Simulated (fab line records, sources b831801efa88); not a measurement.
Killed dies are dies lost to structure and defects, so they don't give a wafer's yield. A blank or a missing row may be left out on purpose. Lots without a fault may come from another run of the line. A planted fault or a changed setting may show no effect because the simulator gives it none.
Which tool did it? | flow gf180mcu | 15 lots, 45 wafers sampled, at 2 steps of a route of 602

WHAT THE GAUGES READ, wafer by wafer
GF_M4_RS_MEAS_05: measures by four-point-probe.
lot  | measured     | on            | M4_ALCU_RS (ohm/sq)
L907 | day 22 10:00 | film_metro-02 | 0.0704 0.0687 0.0701
L908 | day 22 19:23 | film_metro-04 | 0.0698 0.0691 0.0697
L910 | day 23 17:37 | film_metro-02 | 0.0699 0.0705 0.0690
L911 | day 24 02:01 | film_metro-02 | 0.0697 0.0696 0.0696
L912 | day 24 09:24 | film_metro-04 | 0.0696 0.0695 0.0697
L913 | day 24 13:29 | film_metro-04 | 0.0691 0.0706 0.0691
L914 | day 24 23:23 | film_metro-04 | 0.0700 0.0694 0.0684
L915 | day 25 09:59 | film_metro-03 | 0.0693 0.0692 0.0691
L920 | day 27 19:19 | film_metro-04 | 0.0693 0.0699 0.0694
L922 | day 28 01:23 | film_metro-03 | 0.0705 0.0688 0.0691
L923 | day 28 07:31 | film_metro-04 | 0.0696 0.0688 0.0684
L927 | day 29 03:25 | film_metro-03 | 0.0709 0.0696 0.0695
L926 | day 29 07:20 | film_metro-03 | 0.0697 0.0713 0.0708
L928 | day 29 08:34 | film_metro-02 | 0.0687 0.0691 0.0688
L930 | day 30 00:04 | film_metro-04 | 0.0698 0.0698 0.0689

WHICH TOOL RAN EACH LOT (tool, then ch and the chambers of the sampled wafers, then the start)
lot  | GF_M4_SPUTTER_02
L907 | pvd_sputter-03, day 22 09:52
L908 | pvd_sputter-02, day 22 19:18
L910 | pvd_sputter-03, day 23 17:30
L911 | pvd_sputter-01, day 24 01:55
L912 | pvd_sputter-01, day 24 09:19
L913 | pvd_sputter-03, day 24 13:23
L914 | pvd_sputter-03, day 24 23:17
L915 | pvd_sputter-01, day 25 09:53
L920 | pvd_sputter-02, day 27 19:14
L922 | pvd_sputter-02, day 28 01:17
L923 | pvd_sputter-01, day 28 07:26
L927 | pvd_sputter-03, day 29 03:19
L926 | pvd_sputter-02, day 29 07:13
L928 | pvd_sputter-01, day 29 08:27
L930 | pvd_sputter-03, day 29 23:58
- GF_M4_SPUTTER_02: material AlCu, target thk 450 nm, time 23.9 s.

WHAT THE TOOLS THEMSELVES READ (means of the sampled wafers that have a number; where no wafer has one, the mark that the record gives instead)
GF_M4_SPUTTER_02.
lot  | tool           | chamber_pressure_pa (Pa) | throttle_valve_pct (%)
L907 | pvd_sputter-03 | 0.4000                   | 31.5
L908 | pvd_sputter-02 | 0.3985                   | 30.7
L910 | pvd_sputter-03 | 0.4001                   | 31.5
L911 | pvd_sputter-01 | 0.4000                   | 30.1
L912 | pvd_sputter-01 | 0.3997                   | 30.0
L913 | pvd_sputter-03 | 0.4008                   | 32.2
L914 | pvd_sputter-03 | 0.4005                   | 31.5
L915 | pvd_sputter-01 | 0.4011                   | 30.1
L920 | pvd_sputter-02 | 0.4002                   | 30.5
L922 | pvd_sputter-02 | 0.3999                   | 30.7
L923 | pvd_sputter-01 | 0.4005                   | 30.1
L927 | pvd_sputter-03 | 0.3998                   | 30.9
L926 | pvd_sputter-02 | 0.3999                   | 30.7
L928 | pvd_sputter-01 | 0.3997                   | 29.4
L930 | pvd_sputter-03 | 0.4001                   | 30.8

THE ANSWER, worked out from the rows above alone
Rule: what is usual is taken from the lots themselves. Put in order of their means at a reading, lots are off if they are a third of the lots or fewer, leave a main group of 4 or more, and stand apart from it by a gap of 3 or more times the standard deviation of the main group's means; of several such gaps the widest counts. A main group whose means are all the same, to the digits that the tables above print for the reading, isn't used. A lot without any number at a reading at which 4 lots or more have one is off too. The other lots that the step has rows for count as sound. The gauges are gone through in route order, then the tools' own readings, and for those a lot's mean is taken as printed above. The first step at which some lot is off is used, and at that step the reading that is off furthest; a lot without a number counts as furthest.
No lot is off at any reading shown: from this, nothing can be told.

WHAT THE SIMULATOR HAD PUT IN
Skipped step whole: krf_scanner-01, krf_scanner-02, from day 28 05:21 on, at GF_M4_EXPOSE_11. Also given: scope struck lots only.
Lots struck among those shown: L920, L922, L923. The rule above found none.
